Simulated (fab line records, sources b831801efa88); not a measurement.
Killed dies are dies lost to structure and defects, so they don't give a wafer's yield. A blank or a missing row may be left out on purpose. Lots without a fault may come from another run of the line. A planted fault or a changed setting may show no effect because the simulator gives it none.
fab line records | flow gf180mcu
record lots=5 wafers=15 last_day=33
route steps=602 shown M2@368 V2@382
lots that met no fault: from a run of the same line without faults
start_h: hours from the record's first day to the start of the lot's first wafer shown | wait_h: hours since the lot's step before | " the same as in the row above | L1.1+2: a row that stands for several wafers | - no value, or no start given | * or withheld: withheld | < > ~ a bound
route shown NAME@n: a module of which the file shows steps, and the number in the route of the first | usual: mean/standard deviation of fault-free wafers | same: alike in all rows | chamber/n: place in a boat | sites: the reading at each site | _std_site: their standard deviation | _edge_site: outer sites' mean less inner sites' | radius_mm: how far each site lies from the wafer's centre | mask NAME#n: copy n | behind: the tool/chamber that last shaped the wafer | hold: why the lot was held/for how many hours/how that ended | device: the transistor (n, p or np) that didn't switch | end of line: the same wafers' tests at the end of the route | a step without rows: its recipe alone | killed: dies lost to structure and defects at the first sort, not the wafer's yield | map: a wafer's dies, x killed, . not, _ none there
set.NAME: the setting as run; set.NAME@STEP: as run at that earlier step | model.NAME: the simulator's own value behind a step, which no gauge read
lots at some steps of the route; a table a step, a row a wafer
services: from which hour (start_h, from the record's first day; less than 0 if before it) a tool's chamber was out of use, for how many hours, and why
## steps
# step GF_M2_THK_MEAS_06
# recipe thk_meas_gauge=xrf reads=AlCu_of_M2_SPUTTER_02
# usual M2_ALCU_THK=457/4.8
# columns lot.wafer tool chamber start_h wait_h M2_ALCU_THK[nm]
L080.2 film_metro-03 - 471.71 0.1 461
L080.4 " - " " 461
L080.6 " - " " 463
L081.2 film_metro-01 - 481.30 0.1 457
L081.3 " - " " 460
L081.4 " - " " 458
L090.1 film_metro-01 - 556.82 0.1 460
L090.2 " - " " 456
L090.4 " - " " 453
L092.1 film_metro-04 - 573.02 0.1 460
L092.3 " - " " 455
L092.5 " - " " 452
L093.1 film_metro-01 - 578.45 0.1 452
L093.2 " - " " 455
L093.4 " - " " 460
# step GF_M2_DEHYDRATE_07
# recipe temp_c=200 time_s=60
# usual resist_line_temp_C=23.00/0.1
# same time_s=60
# columns lot.wafer tool chamber start_h wait_h resist_line_temp_C
L080.2 litho_track-04 0 483.03 11.3 22.92
L080.4 " 0 " " 22.91
L080.6 " 0 " " 22.90
L081.2 litho_track-04 0 492.63 11.3 22.93
L081.3 " 0 " " 22.96
L081.4 " 0 " " 23.09
L090.1 litho_track-02 0 567.44 10.6 22.92
L090.2 " 0 " " 23.03
L090.4 " 0 " " 22.98
L092.1 litho_track-03 0 582.96 9.9 22.87
L092.3 " 0 " " 23.00
L092.5 " 0 " " 22.83
L093.1 litho_track-02 0 588.14 9.7 23.10
L093.2 " 0 " " 22.85
L093.4 " 0 " " 23.05
# step GF_M2_HMDS_08
# recipe prime_time_s=60 prime_temp_c=120
# usual resist_line_temp_C=23.01/0.12
# columns lot.wafer tool chamber start_h wait_h resist_line_temp_C
L080.2 litho_track-04 0 483.18 0.1 23.10
L080.4 " 0 " " 22.98
L080.6 " 0 " " 23.10
L081.2 litho_track-04 0 492.78 0.1 23.07
L081.3 " 0 " " 23.08
L081.4 " 0 " " 22.93
L090.1 litho_track-02 0 567.59 0.1 22.95
L090.2 " 0 " " 23.04
L090.4 " 0 " " 23.14
L092.1 litho_track-03 0 583.11 0.1 23.00
L092.3 " 0 " " 23.01
L092.5 " 0 " " 22.95
L093.1 litho_track-02 0 588.29 0.1 23.13
L093.2 " 0 " " 23.23
L093.4 " 0 " " 23.36
# step GF_M2_COAT_09
# recipe resist=KrF spin_rpm=withheld resist_thk_nm=1000
# usual resist_line_temp_C=22.99/0.1
# columns lot.wafer tool chamber start_h wait_h resist_line_temp_C
L080.2 litho_track-04 0 483.33 0.1 23.10
L080.4 " 0 " " 23.29
L080.6 " 0 " " 23.05
L081.2 litho_track-04 0 492.93 0.1 23.01
L081.3 " 0 " " 22.93
L081.4 " 0 " " 22.99
L090.1 litho_track-02 0 567.74 0.1 22.97
L090.2 " 0 " " 23.18
L090.4 " 0 " " 22.91
L092.1 litho_track-03 0 583.26 0.1 23.18
L092.3 " 0 " " 23.01
L092.5 " 0 " " 23.02
L093.1 litho_track-02 0 588.44 0.1 22.95
L093.2 " 0 " " 22.98
L093.4 " 0 " " 23.06
# step GF_M2_SOFTBAKE_10
# recipe temp_c=130 time_s=60 resist=KrF
# usual resist_line_temp_C=22.97/0.1
# same time_s=60
# columns lot.wafer tool chamber start_h wait_h resist_line_temp_C
L080.2 litho_track-04 0 483.48 0.1 23.09
L080.4 " 0 " " 23.11
L080.6 " 0 " " 23.02
L081.2 litho_track-04 0 493.08 0.1 22.84
L081.3 " 0 " " 22.95
L081.4 " 0 " " 22.86
L090.1 litho_track-02 0 567.89 0.1 22.93
L090.2 " 0 " " 23.01
L090.4 " 0 " " 23.01
L092.1 litho_track-03 0 583.41 0.1 22.95
L092.3 " 0 " " 22.97
L092.5 " 0 " " 23.20
L093.1 litho_track-02 0 588.59 0.1 22.94
L093.2 " 0 " " 22.97
L093.4 " 0 " " 22.93
# step GF_M2_EXPOSE_11
# recipe mask_id=Metal2 target_cd_nm=280 na=0.68 source_shape=conventional sigma_outer=0.6 dose_mj=28
# usual stage_vel_mm_s=499.99/0.23
# columns lot.wafer tool chamber start_h wait_h mask stage_vel_mm_s
L080.2 krf_scanner-01 0 - - Metal2#0 500.22
L080.4 " 0 " " Metal2#0 500.22
L080.6 " 0 " " Metal2#0 500.03
L081.2 krf_scanner-01 0 - - Metal2#0 500.08
L081.3 " 0 " " Metal2#0 500.43
L081.4 " 0 " " Metal2#0 500.07
L090.1 krf_scanner-01 0 - - Metal2#0 499.97
L090.2 " 0 " " Metal2#0 500.05
L090.4 " 0 " " Metal2#0 500.36
L092.1 krf_scanner-01 0 - - Metal2#0 500.20
L092.3 " 0 " " Metal2#0 500.44
L092.5 " 0 " " Metal2#0 500.41
L093.1 krf_scanner-02 0 - - Metal2#0 499.96
L093.2 " 0 " " Metal2#0 499.94
L093.4 " 0 " " Metal2#0 500.04
# step GF_M2_PEB_12
# recipe peb_temp_c=135 peb_time_s=90 resist=KrF
# usual resist_line_temp_C=22.98/0.1
# columns lot.wafer tool chamber start_h wait_h resist_line_temp_C
L080.2 litho_track-02 0 - - 22.94
L080.4 " 0 " " 22.98
L080.6 " 0 " " 22.93
L081.2 litho_track-02 0 - - 22.87
L081.3 " 0 " " 22.99
L081.4 " 0 " " 23.08
L090.1 litho_track-03 0 - - 22.99
L090.2 " 0 " " 22.71
L090.4 " 0 " " 22.93
L092.1 litho_track-02 0 - - 22.99
L092.3 " 0 " " 22.76
L092.5 " 0 " " 22.80
L093.1 litho_track-02 0 - - 22.79
L093.2 " 0 " " 22.88
L093.4 " 0 " " 22.74
# step GF_M2_DEVELOP_13
# recipe develop_time_s=60 dev_temp_c=21
# usual resist_line_temp_C=23.00/0.11
# columns lot.wafer tool chamber start_h wait_h resist_line_temp_C
L080.2 litho_track-02 0 495.52 0.2 23.03
L080.4 " 0 " " 22.97
L080.6 " 0 " " 23.07
L081.2 litho_track-02 0 505.27 0.2 22.89
L081.3 " 0 " " 22.99
L081.4 " 0 " " 23.08
L090.1 litho_track-03 0 578.46 0.2 22.74
L090.2 " 0 " " 22.94
L090.4 " 0 " " 22.93
L092.1 litho_track-02 0 594.04 0.2 22.94
L092.3 " 0 " " 22.89
L092.5 " 0 " " 22.98
L093.1 litho_track-02 0 599.34 0.2 23.20
L093.2 " 0 " " 23.26
L093.4 " 0 " " 22.91
# step GF_M2_CD_MEAS_14
# recipe target_cd_nm=280
# usual cd_nm=280.0/0.96
# columns lot.wafer tool chamber start_h wait_h cd_nm
L080.2 cd_sem-02 - 495.67 0.1 277.9
L080.4 " - " " 280.1
L080.6 " - " " 279.0
L081.2 cd_sem-02 - 505.42 0.1 279.5
L081.3 " - " " 280.1
L081.4 " - " " 279.3
L090.1 cd_sem-02 - 578.61 0.1 280.3
L090.2 " - " " 279.3
L090.4 " - " " 279.0
L092.1 cd_sem-02 - 594.19 0.1 279.6
L092.3 " - " " 279.5
L092.5 " - " " 280.9
L093.1 cd_sem-01 - 599.49 0.1 280.2
L093.2 " - " " 280.5
L093.4 " - " " 281.4
# step GF_M2_OVL_MEAS_15
# usual M2_OVL=-4/6.4
# columns lot.wafer tool chamber start_h wait_h M2_OVL[nm]
L080.2 overlay-01 - 495.77 0.1 4
L080.4 " - " " 3
L080.6 " - " " 5
L081.2 overlay-02 - 505.52 0.1 3
L081.3 " - " " 0
L081.4 " - " " -2
L090.1 overlay-01 - 578.73 0.1 -9
L090.2 " - " " -17
L090.4 " - " " -10
L092.1 overlay-01 - 594.31 0.1 -7
L092.3 " - " " -2
L092.5 " - " " 3
L093.1 overlay-01 - 599.61 0.1 -1
L093.2 " - " " -5
L093.4 " - " " -1
# step GF_M2_METAL_ETCH_16
# recipe chemistry=Cl2/BCl3 mask_material=KrF target_depth_nm=627.5 stop_on=SiO2 pressure_mtorr=8 icp_w=800 bias_w=140 Cl2_flow_sccm=80 bcl3_flow_sccm=40 time_s=104.6
# usual drypump_motor_current_A=5.68/0.29 oes_product_au=0.972/0.0057 throttle_valve_pct=28.249/0.0095
# same time_s=104.6
# columns lot.wafer tool chamber start_h wait_h drypump_motor_current_A oes_product_au rf_hours_counter_h throttle_valve_pct
L080.2 rie_metal-01 0 495.80 0.0 5.89 0.973 9 28.250
L080.4 " 1 " " 5.87 0.977 - 28.231
L080.6 " 0 " " 5.88 0.971 - 28.253
L081.2 rie_metal-03 1 505.55 0.0 5.46 0.972 4 28.241
L081.3 " 0 " " 5.53 0.968 - 28.247
L081.4 " 1 " " 5.49 0.966 - 28.249
L090.1 rie_metal-01 1 578.77 0.0 5.83 0.967 11 28.246
L090.2 " 0 " " 5.89 0.968 12 28.245
L090.4 " 1 " " 5.86 0.965 - 28.262
L092.1 rie_metal-01 0 594.35 0.0 5.88 0.967 12 28.233
L092.3 " 0 " " 5.88 0.970 - 28.253
L092.5 " 1 " " 5.87 0.973 - 28.268
L093.1 rie_metal-01 1 599.65 0.0 5.89 0.966 12 28.244
L093.2 " 0 " " 5.87 0.972 12 28.252
L093.4 " 0 " " 5.85 0.977 - 28.230
# step GF_M2_STRIP_17
# recipe chemistry=O2/N2 power_w=1400 pressure_mtorr=1500 platen_temp_c=250 o2_flow_sccm=3000 n2_flow_sccm=300 overash_fraction=0.5
# usual drypump_motor_current_A=5.74/0.17 heater_power_w=345/17 oes_product_au=0.558/0.0051 strip_time_to_endpoint_s=7.87/0.037
# columns lot.wafer tool chamber start_h wait_h drypump_motor_current_A heater_power_w oes_product_au rf_hours_counter_h strip_time_to_endpoint_s
L080.2 plasma_asher-01 0 495.91 0.1 5.67 367 0.560 87 7.86
L080.4 " 0 " " 5.70 367 0.554 - 7.89
L080.6 " 1 " " 5.53 364 0.564 - 7.89
L081.2 plasma_asher-04 0 505.66 0.1 5.74 343 0.564 74 7.85
L081.3 " 0 " " 5.74 348 0.556 - 7.87
L081.4 " 1 " " 5.91 321 0.554 - 7.83
L090.1 plasma_asher-04 1 578.88 0.1 5.92 326 0.554 83 7.88
L090.2 " 0 " " 5.71 350 0.558 83 7.87
L090.4 " 1 " " 5.88 331 0.555 - 7.85
L092.1 plasma_asher-03 1 594.46 0.1 6.03 343 0.563 19 7.91
L092.3 " 0 " " 5.46 332 0.561 - 7.92
L092.5 " 1 " " 6.04 333 0.561 - 7.89
L093.1 plasma_asher-03 0 599.76 0.1 5.50 347 0.559 20 7.88
L093.2 " 1 " " 6.04 336 0.559 20 7.91
L093.4 " 0 " " 5.50 333 0.556 - 7.91
# step GF_M2_STRIP_18
# recipe chemistry=post_etch_residue_remover time_s=1200 temp_c=72.5
# same time_s=1200
# columns lot.wafer tool chamber start_h wait_h
L080.2+4+6 wet_bench-02 3 496.01 0.1
L081.2+3+4 wet_bench-01 2 505.76 0.1
L090.1+2+4 wet_bench-02 1 578.98 0.1
L092.1+3+5 wet_bench-02 2 594.56 0.1
L093.1+2+4 wet_bench-04 1 599.86 0.1
# step GF_M2_CLEAN_19
# recipe chemistry=DIW dry=n2_spin
# columns lot.wafer tool chamber start_h wait_h
L080.2+4+6 wet_bench-01 1 496.36 0.0
L081.2+3+4 wet_bench-04 2 506.10 0.0
L090.1+2+4 wet_bench-02 3 579.32 0.0
L092.1+3+5 wet_bench-04 3 594.90 0.0
L093.1+2+4 wet_bench-02 3 600.55 0.0
# step GF_V2_CVD_00
# recipe material=SiO2 target_thk_nm=600 sigma_open_frac=0.3 temp_c=400 time_s=100 sih4_flow_sccm=60 pressure_mtorr=6
# usual pressure_mtorr=6.000/0.011 susceptor_temp_C=400.04/0.22
# same time_s=100
# columns lot.wafer tool chamber start_h wait_h pressure_mtorr susceptor_temp_C
L080.2 hdpcvd-02 0 496.45 0.0 6.021 400.14
L080.4 " 0 " " 6.005 399.81
L080.6 " 2 " " 6.006 400.29
L081.2 hdpcvd-01 2 506.20 0.0 5.989 399.79
L081.3 " 0 " " 6.014 399.77
L081.4 " 0 " " 5.998 400.52
L090.1 hdpcvd-01 0 579.42 0.0 5.995 400.01
L090.2 " 1 " " 5.991 400.21
L090.4 " 1 " " 5.981 400.08
L092.1 hdpcvd-01 2 595.00 0.0 5.997 400.41
L092.3 " 1 " " 5.997 399.89
L092.5 " 1 " " 5.991 399.67
L093.1 hdpcvd-02 1 600.64 0.0 6.004 400.09
L093.2 " 2 " " 6.000 400.25
L093.4 " 2 " " 6.004 400.39
# step GF_V2_THK_MEAS_01
# recipe reads=SiO2_of_V2_CVD_00
# usual V2_CVD_00_THK=601/4.5
# columns lot.wafer tool chamber start_h wait_h V2_CVD_00_THK[nm]
L080.2 film_metro-02 - 496.53 0.0 597
L080.4 " - " " 605
L080.6 " - " " 600
L081.2 film_metro-04 - 506.28 0.0 599
L081.3 " - " " 600
L081.4 " - " " 595
L090.1 film_metro-03 - 579.49 0.0 603
L090.2 " - " " 606
L090.4 " - " " 612
L092.1 film_metro-03 - 595.07 0.0 601
L092.3 " - " " 602
L092.5 " - " " 600
L093.1 film_metro-02 - 600.71 0.0 600
L093.2 " - " " 596
L093.4 " - " " 600
# step GF_V2_CVD_02
# recipe material=SiO2 target_thk_nm=850 precursor=TEOS temp_c=400 time_s=94.851 rf_w=600
# usual heater_power_w=654/74 susceptor_temp_C=400.02/0.21
# same time_s=94.851
# columns lot.wafer tool chamber start_h wait_h heater_power_w susceptor_temp_C
L080.2 pecvd-02 0 496.58 0.0 678 400.17
L080.4 " 0 " " 703 399.89
L080.6 " 1 " " 703 400.04
L081.2 pecvd-03 1 506.33 0.0 594 400.14
L081.3 " 0 " " 672 400.04
L081.4 " 2 " " 545 399.57
L090.1 pecvd-04 1 579.55 0.1 591 400.01
L090.2 " 2 " " 662 400.05
L090.4 " 0 " " 500 399.84
L092.1 pecvd-03 0 595.13 0.1 646 400.07
L092.3 " 1 " " 598 399.65
L092.5 " 1 " " 471 400.28
L093.1 pecvd-04 1 600.77 0.1 588 400.02
L093.2 " 2 " " 704 400.53
L093.4 " 0 " " 596 400.09
# step GF_V2_THK_MEAS_03
# recipe reads=SiO2_of_V2_CVD_02
# usual V2_CVD_02_THK=849/10
# columns lot.wafer tool chamber start_h wait_h V2_CVD_02_THK[nm]
L080.2 film_metro-04 - 496.66 0.0 840
L080.4 " - " " 849
L080.6 " - " " 857
L081.2 film_metro-03 - 506.45 0.1 845
L081.3 " - " " 856
L081.4 " - " " 860
L090.1 film_metro-02 - 579.62 0.0 834
L090.2 " - " " 853
L090.4 " - " " 857
L092.1 film_metro-04 - 595.20 0.0 843
L092.3 " - " " 852
L092.5 " - " " 849
L093.1 film_metro-02 - 600.84 0.0 836
L093.2 " - " " 841
L093.4 " - " " 843
# step GF_V2_CMP_04
# recipe material=SiO2 down_force_psi=4 platen_rpm=60 pad_velocity_m_s=0.94248
# usual motor_current_A=11.2/1 retaining_ring_pressure_frac=1.000/0.0044 time_to_endpoint_s=82/5
# columns lot.wafer tool chamber start_h wait_h motor_current_A retaining_ring_pressure_frac time_to_endpoint_s
L080.2 cmp-02 1 496.71 0.0 12.5 1.010 75
L080.4 " 2 " " 10.4 1.004 78
L080.6 " 2 " " 10.3 1.005 76
L081.2 cmp-02 2 506.50 0.0 10.0 0.994 78
L081.4 " 3 " " 11.3 1.002 86
L081.3 " 1 " " 12.5 1.001 83
L090.1 cmp-02 2 579.68 0.1 9.9 1.005 75
L090.2 " 3 " " 10.4 0.989 85
L090.4 " 0 " " 12.2 1.007 88
L092.1 cmp-01 0 595.36 0.1 10.7 1.000 77
L092.3 " 1 " " 10.8 0.994 81
L092.5 " 2 " " 10.2 1.001 80
L093.2 cmp-01 0 600.90 0.0 10.7 1.001 77
L093.4 " 1 " " 11.6 0.999 78
L093.1 " 2 " " 10.0 1.003 75
# step GF_V2_BOW_MEAS_05
# recipe mode=bow
# usual V2_BOW=98/8.1
# columns lot.wafer tool chamber start_h wait_h V2_BOW[um]
L080.2 film_metro-03 - 497.03 0.3 114
L080.4 " - " " 98
L080.6 " - " " 99
L081.2 film_metro-02 - 506.82 0.3 106
L081.3 " - " " 108
L081.4 " - " " 103
L090.1 film_metro-03 - 579.98 0.2 93
L090.2 " - " " 112
L090.4 " - " " 101
L092.1 film_metro-02 - 595.56 0.1 90
L092.3 " - " " 90
L092.5 " - " " 86
L093.1 film_metro-03 - 601.20 0.1 91
L093.2 " - " " 97
L093.4 " - " " 104
# step GF_V2_DEHYDRATE_06
# recipe temp_c=200 time_s=60
# usual resist_line_temp_C=23.03/0.11
# same time_s=60
# columns lot.wafer tool chamber start_h wait_h resist_line_temp_C
L080.2 litho_track-02 0 508.02 11.0 23.01
L080.4 " 0 " " 23.07
L080.6 " 0 " " 22.97
L081.2 litho_track-03 0 517.39 10.5 22.95
L081.3 " 0 " " 22.90
L081.4 " 0 " " 22.96
L090.1 litho_track-03 0 590.01 10.0 23.17
L090.2 " 0 " " 23.04
L090.4 " 0 " " 23.12
L092.1 litho_track-02 0 605.39 9.8 23.05
L092.3 " 0 " " 23.18
L092.5 " 0 " " 23.16
L093.1 litho_track-01 0 610.89 9.7 22.94
L093.2 " 0 " " 23.14
L093.4 " 0 " " 22.98
# step GF_V2_HMDS_07
# recipe prime_time_s=60 prime_temp_c=120
# usual resist_line_temp_C=23.00/0.12
# columns lot.wafer tool chamber start_h wait_h resist_line_temp_C
L080.2 litho_track-02 0 508.17 0.1 23.11
L080.4 " 0 " " 23.08
L080.6 " 0 " " 22.98
L081.2 litho_track-03 0 517.54 0.1 22.92
L081.3 " 0 " " 22.97
L081.4 " 0 " " 22.90
L090.1 litho_track-03 0 590.16 0.1 23.09
L090.2 " 0 " " 23.05
L090.4 " 0 " " 23.12
L092.1 litho_track-02 0 605.54 0.1 23.08
L092.3 " 0 " " 23.28
L092.5 " 0 " " 23.07
L093.1 litho_track-01 0 611.04 0.1 23.20
L093.2 " 0 " " 23.13
L093.4 " 0 " " 23.08
# step GF_V2_COAT_08
# recipe resist=BARC temp_c=withheld time_s=withheld spin_rpm=withheld resist_thk_nm=withheld
# usual resist_line_temp_C=*
# columns lot.wafer tool chamber start_h wait_h resist_line_temp_C
L080.2 litho_track-02 0 508.32 0.1 *
L080.4 " 0 " " *
L080.6 " 0 " " *
L081.2 litho_track-03 0 517.69 0.1 *
L081.3 " 0 " " *
L081.4 " 0 " " *
L090.1 litho_track-03 0 590.31 0.1 *
L090.2 " 0 " " *
L090.4 " 0 " " *
L092.1 litho_track-02 0 605.69 0.1 *
L092.3 " 0 " " *
L092.5 " 0 " " *
L093.1 litho_track-01 0 611.19 0.1 *
L093.2 " 0 " " *
L093.4 " 0 " " *
# step GF_V2_COAT_09
# recipe resist=KrF spin_rpm=withheld resist_thk_nm=1000
# usual resist_line_temp_C=22.99/0.11
# columns lot.wafer tool chamber start_h wait_h resist_line_temp_C
L080.2 litho_track-02 0 - - 23.00
L080.4 " 0 " " 23.04
L080.6 " 0 " " 23.01
L081.2 litho_track-03 0 - - 22.95
L081.3 " 0 " " 22.92
L081.4 " 0 " " 22.94
L090.1 litho_track-03 0 - - 23.01
L090.2 " 0 " " 22.89
L090.4 " 0 " " 23.34
L092.1 litho_track-02 0 - - 22.92
L092.3 " 0 " " 22.99
L092.5 " 0 " " 22.98
L093.1 litho_track-01 0 - - 22.89
L093.2 " 0 " " 22.91
L093.4 " 0 " " 22.95
# step GF_V2_SOFTBAKE_10
# recipe temp_c=130 time_s=60 resist=KrF
# usual resist_line_temp_C=23.02/0.097
# same time_s=60
# columns lot.wafer tool chamber start_h wait_h resist_line_temp_C
L080.2 litho_track-02 0 - - 22.99
L080.4 " 0 " " 23.01
L080.6 " 0 " " 22.76
L081.2 litho_track-03 0 - - 22.90
L081.3 " 0 " " 22.90
L081.4 " 0 " " 22.96
L090.1 litho_track-03 0 - - 22.94
L090.2 " 0 " " 22.99
L090.4 " 0 " " 22.97
L092.1 litho_track-02 0 - - 23.01
L092.3 " 0 " " 23.14
L092.5 " 0 " " 23.01
L093.1 litho_track-01 0 - - 23.11
L093.2 " 0 " " 23.11
L093.4 " 0 " " 23.26
# step GF_V2_EXPOSE_11
# recipe mask_id=Via2 target_cd_nm=260 na=0.68 source_shape=conventional sigma_outer=0.6 dose_mj=38
# usual stage_vel_mm_s=500.03/0.23
# columns lot.wafer tool chamber start_h wait_h mask stage_vel_mm_s
L080.2 krf_scanner-02 0 - - Via2#0 500.37
L080.4 " 0 " " Via2#0 500.63
L080.6 " 0 " " Via2#0 500.01
L081.2 krf_scanner-02 0 - - Via2#0 500.12
L081.3 " 0 " " Via2#0 500.28
L081.4 " 0 " " Via2#0 500.03
L090.1 krf_scanner-02 0 - - Via2#0 500.28
L090.2 " 0 " " Via2#0 500.16
L090.4 " 0 " " Via2#0 500.00
L092.1 krf_scanner-01 0 - - Via2#0 500.07
L092.3 " 0 " " Via2#0 500.00
L092.5 " 0 " " Via2#0 499.98
L093.1 krf_scanner-02 0 - - Via2#0 500.12
L093.2 " 0 " " Via2#0 499.91
L093.4 " 0 " " Via2#0 500.01
# step GF_V2_PEB_12
# recipe peb_temp_c=135 peb_time_s=90 resist=KrF
# usual resist_line_temp_C=22.98/0.097
# columns lot.wafer tool chamber start_h wait_h resist_line_temp_C
L080.2 litho_track-02 0 - - 23.04
L080.4 " 0 " " 22.85
L080.6 " 0 " " 22.95
L081.2 litho_track-02 0 - - 22.98
L081.3 " 0 " " 23.00
L081.4 " 0 " " 23.01
L090.1 litho_track-03 0 - - 23.06
L090.2 " 0 " " 23.09
L090.4 " 0 " " 22.91
L092.1 litho_track-03 0 - - 23.17
L092.3 " 0 " " 23.10
L092.5 " 0 " " 22.98
L093.1 litho_track-03 0 - - 22.99
L093.2 " 0 " " 22.94
L093.4 " 0 " " 23.08
# step GF_V2_DEVELOP_13
# recipe develop_time_s=60 resist=KrF dev_temp_c=21
# usual resist_line_temp_C=23.00/0.12
# columns lot.wafer tool chamber start_h wait_h resist_line_temp_C
L080.2 litho_track-02 0 520.27 0.2 23.01
L080.4 " 0 " " 22.89
L080.6 " 0 " " 23.05
L081.2 litho_track-02 0 530.22 0.2 23.02
L081.3 " 0 " " 23.07
L081.4 " 0 " " 23.11
L090.1 litho_track-03 0 601.21 0.2 22.80
L090.2 " 0 " " 23.02
L090.4 " 0 " " 23.03
L092.1 litho_track-03 0 616.46 0.2 23.14
L092.3 " 0 " " 23.08
L092.5 " 0 " " 23.08
L093.1 litho_track-03 0 621.71 0.2 22.96
L093.2 " 0 " " 22.98
L093.4 " 0 " " 23.32
# step GF_V2_CD_MEAS_14
# recipe target_cd_nm=260
# usual cd_nm=260.0/1.3
# columns lot.wafer tool chamber start_h wait_h cd_nm
L080.2 cd_sem-02 - 520.41 0.1 259.4
L080.4 " - " " 260.9
L080.6 " - " " 259.5
L081.2 cd_sem-02 - 530.36 0.1 259.1
L081.3 " - " " 259.8
L081.4 " - " " 259.6
L090.1 cd_sem-01 - 601.36 0.1 260.0
L090.2 " - " " 260.5
L090.4 " - " " 260.8
L092.1 cd_sem-02 - 616.61 0.1 259.5
L092.3 " - " " 259.6
L092.5 " - " " 261.5
L093.1 cd_sem-02 - 621.86 0.1 260.7
L093.2 " - " " 260.4
L093.4 " - " " 261.6
# step GF_V2_OVL_MEAS_15
# usual V2_OVL=0/6.8
# columns lot.wafer tool chamber start_h wait_h V2_OVL[nm]
L080.2 overlay-01 - 520.52 0.1 -3
L080.4 " - " " -3
L080.6 " - " " -1
L081.2 overlay-02 - 530.47 0.1 13
L081.3 " - " " -2
L081.4 " - " " 6
L090.1 overlay-02 - 601.48 0.1 -1
L090.2 " - " " 2
L090.4 " - " " 1
L092.1 overlay-02 - 616.73 0.1 -3
L092.3 " - " " -9
L092.5 " - " " -9
L093.1 overlay-02 - 621.98 0.1 -5
L093.2 " - " " -12
L093.4 " - " " -15
# step GF_V2_ETCH_16
# recipe chemistry=N2/H2 target_depth_a=withheld overetch_a=withheld time_s=withheld target=BARC ion_energy_ev=200 source_w=500 bias_w=100 pressure_mtorr=30 n2_flow_sccm=100 h2_flow_sccm=200
# usual drypump_motor_current_A=6.0/0.61 oes_product_au=0.855/0.0051 throttle_valve_pct=13.226/0.01
# columns lot.wafer tool chamber start_h wait_h drypump_motor_current_A oes_product_au throttle_valve_pct
L080.2 rie_diel-02 0 520.55 0.0 4.6 0.855 13.219
L080.4 " 2 " " 5.5 0.852 13.214
L080.6 " 2 " " 5.4 0.852 13.210
L081.2 rie_diel-02 0 530.50 0.0 4.6 0.861 13.217
L081.3 " 3 " " 6.4 0.851 13.229
L081.4 " 0 " " 4.6 0.857 13.218
L090.1 rie_diel-03 0 601.52 0.0 5.8 0.843 13.217
L090.2 " 3 " " 6.1 0.855 13.208
L090.4 " 1 " " 5.8 0.840 13.218
L092.1 rie_diel-02 2 616.77 0.0 5.4 0.850 13.224
L092.3 " 3 " " 6.3 0.849 13.231
L092.5 " 3 " " 6.3 0.856 13.214
L093.1 rie_diel-02 1 622.02 0.0 5.9 0.862 13.224
L093.2 " 0 " " 4.6 0.853 13.225
L093.4 " 2 " " 5.4 0.858 13.236
# step GF_V2_ETCH_17
# recipe chemistry=C4F8/O2/Ar mask_material=KrF target=SiO2 stop_on=TiN source_w=1500 bias_w=1200 pressure_mtorr=40 c4f8_flow_sccm=withheld O2_flow_sccm=6 Ar_flow_sccm=300 time_s=withheld target_depth_a=6300
# usual oes_product_au=0.856/0.0044
# columns lot.wafer tool chamber start_h wait_h oes_product_au
L080.2 rie_diel-02 0 - - 0.851
L080.4 " 2 " " 0.851
L080.6 " 2 " " 0.856
L081.2 rie_diel-02 0 - - 0.852
L081.3 " 3 " " 0.843
L081.4 " 0 " " 0.857
L090.1 rie_diel-03 0 - - 0.861
L090.2 " 3 " " 0.854
L090.4 " 1 " " 0.858
L092.1 rie_diel-02 2 - - 0.850
L092.3 " 3 " " 0.855
L092.5 " 3 " " 0.861
L093.1 rie_diel-02 1 - - 0.852
L093.2 " 0 " " 0.851
L093.4 " 2 " " 0.849
# step GF_V2_STRIP_18
# recipe chemistry=O2/N2 power_w=1400 pressure_mtorr=1500 platen_temp_c=250 o2_flow_sccm=3000 n2_flow_sccm=300 overash_fraction=0.5
# usual drypump_motor_current_A=5.74/0.27 heater_power_w=347/23 oes_product_au=0.593/0.0048
# columns lot.wafer tool chamber start_h wait_h drypump_motor_current_A heater_power_w oes_product_au rf_hours_counter_h
L080.2 plasma_asher-03 1 520.68 - 6.01 337 0.591 10
L080.4 " 1 " " 6.02 338 0.596 -
L080.6 " 1 " " 6.03 334 0.597 -
L081.2 plasma_asher-02 1 530.63 - 6.18 382 0.594 36
L081.3 " 0 " " 5.53 308 0.586 -
L081.4 " 1 " " 6.19 377 0.586 -
L090.1 plasma_asher-01 0 601.65 - 5.65 369 0.593 99
L090.2 " 1 " " 5.56 349 0.592 99
L090.4 " 1 " " 5.57 366 0.593 -
L092.1 plasma_asher-01 1 616.90 - 5.54 360 0.588 100
L092.3 " 0 " " 5.70 370 0.587 -
L092.5 " 1 " " 5.54 356 0.587 -
L093.1 plasma_asher-01 0 622.15 - 5.63 371 0.586 101
L093.2 " 1 " " 5.54 358 0.596 101
L093.4 " 1 " " 5.54 361 0.589 -
# step GF_V2_STRIP_19
# recipe chemistry=post_etch_residue_remover time_s=1200 temp_c=72.5
# same time_s=1200
# columns lot.wafer tool chamber start_h wait_h
L080.2+4+6 wet_bench-02 1 520.78 0.1
L081.2+3+4 wet_bench-04 2 530.73 0.1
L090.1+2+4 wet_bench-03 1 601.75 0.1
L092.1+3+5 wet_bench-02 0 617.00 0.1
L093.1+2+4 wet_bench-02 3 622.25 0.1
# step GF_V2_CLEAN_20
# recipe chemistry=DIW dry=n2_spin
# columns lot.wafer tool chamber start_h wait_h
L080.2+4+6 wet_bench-04 1 521.12 0.0
L081.2+3+4 wet_bench-02 1 531.07 0.0
L090.1+2+4 wet_bench-04 0 602.16 0.0
L092.1+3+5 wet_bench-04 3 617.37 0.0
L093.1+2+4 wet_bench-03 2 622.59 0.0
## services
# columns tool chamber start_h hours kind
krf_scanner-02 - 469.13 0.8 pm
krf_scanner-01 - 478.98 1.3 pm
plasma_asher-03 - 491.98 4.1 repair
krf_scanner-01 - 495.45 3.6 pm
cmp-02 - 498.37 1.2 repair
krf_scanner-01 - 509.06 0.5 repair
krf_scanner-02 - 520.62 1.0 pm
krf_scanner-01 - 521.62 0.8 pm
rie_diel-02 1 529.76 9.5 repair
hdpcvd-01 - 539.25 15.0 pm
krf_scanner-02 - 546.94 3.6 pm
hdpcvd-01 - 551.02 2.4 repair
hdpcvd-01 2 553.87 1.7 repair
cmp-02 - 555.20 3.6 pm
plasma_asher-01 - 557.50 2.5 repair
krf_scanner-02 - 563.83 1.3 pm
wet_bench-04 - 578.61 3.4 repair
cmp-02 - 583.42 1.5 repair
rie_metal-01 - 584.68 1.4 pm
krf_scanner-01 - 591.13 1.0 pm
cmp-02 - 599.08 7.7 pm
rie_metal-01 1 603.58 9.0 repair
krf_scanner-01 - 612.57 2.6 repair
rie_metal-01 1 614.71 1.6 repair
## key
fault none
